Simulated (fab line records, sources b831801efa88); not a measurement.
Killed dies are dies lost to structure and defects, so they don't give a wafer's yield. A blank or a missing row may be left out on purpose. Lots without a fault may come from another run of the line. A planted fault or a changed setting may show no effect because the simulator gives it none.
Problem report in the 8D (eight disciplines) form, filled by code | flow gf180mcu | the parts of the form that need people (team, actions taken, sign-off) are left out

1. THE PROBLEM
oes_product_au at GF_M5_ETCH_09 reads a mean of 0.803 a.u. on 2 wafers of 2 lots; wafers without a fault read 0.997 a.u. with a standard deviation of 0.0087. That is -22 standard deviations from the usual mean.
The step: etches Si3N4 in CF4/O2, target depth 52 nm, time 11.6 s.
First seen on wafer L641.2, day 31 06:54, on rie_diel-04. The record holds 16 wafers of 6 lots with a number at this step. Rule for "out", or "out of limits": more than 4 standard deviations from the usual mean. The other wafers with a number count as sound.

2. WHAT IT IS AND WHAT IT IS NOT
question                    | is                                 | is not
which readings at this step | oes_product_au, throttle_valve_pct | O2_flow_sccm, cf4_flow_sccm
which lots                  | L641, L643                         | L628, L636, L639, L649
which wafers of those lots  | L641.2, L643.2                     | L641.1, L643.1
read on which tools         | rie_diel-04                        | rie_diel-02
when                        | from day 31 06:54                  | up to then (10 sound wafers); but 4 sound wafers of L643, L649 came after

3. SUSPECTS, AND WHAT RULES EACH OUT
Counting: a tool at a process step up to the reading stays a suspect if it ran every lot that is out. Sound lots after the first of them don't rule it out here, since some wafers of a struck lot are sound.
- rie_diel-04 at GF_M5_ETCH_09 (etches Si3N4 in CF4/O2, target depth 52 nm, time 11.6 s): kept. It ran every lot that is out, first L641 (day 31 06:54); its last sound lot up to then is L636 (day 29 11:45). Its own readings are out on those wafers: oes_product_au, throttle_valve_pct.
Left after counting: rie_diel-04 at GF_M5_ETCH_09.

4. THE CAUSE (what the simulator had put in)
Process parameter drift: rie_diel-04, from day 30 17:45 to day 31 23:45, at GF_M5_ETCH_09. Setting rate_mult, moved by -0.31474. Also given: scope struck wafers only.
Counting left only this tool.

5. THE CHAIN OF EFFECTS, in route order
Each row: a reading whose mean over the struck wafers that have a number lies more than 3 standard deviations from the usual. Only readings for which the record gives a usual standard deviation are gone through. hours: the time from each lot's start at the first step in this table that gives one to its start at this step, as a median over the lots. sigmas: the change in usual standard deviations.
hours | step          | reading            | usual      | on struck wafers | change | sigmas
0     | GF_M5_ETCH_09 | oes_product_au     | 0.997 a.u. | 0.803            | -0.194 | -22
0     | GF_M5_ETCH_09 | throttle_valve_pct | 5.967 %    | 5.906            | -0.061 | -6.9
The process steps in it:
- GF_M5_ETCH_09: etches Si3N4 in CF4/O2, target depth 52 nm, time 11.6 s.

6. WHAT WOULD HAVE CAUGHT IT SOONER
In this record the first reading out of limits was taken at day 31 06:54, 13 hours after the fault began at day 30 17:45.
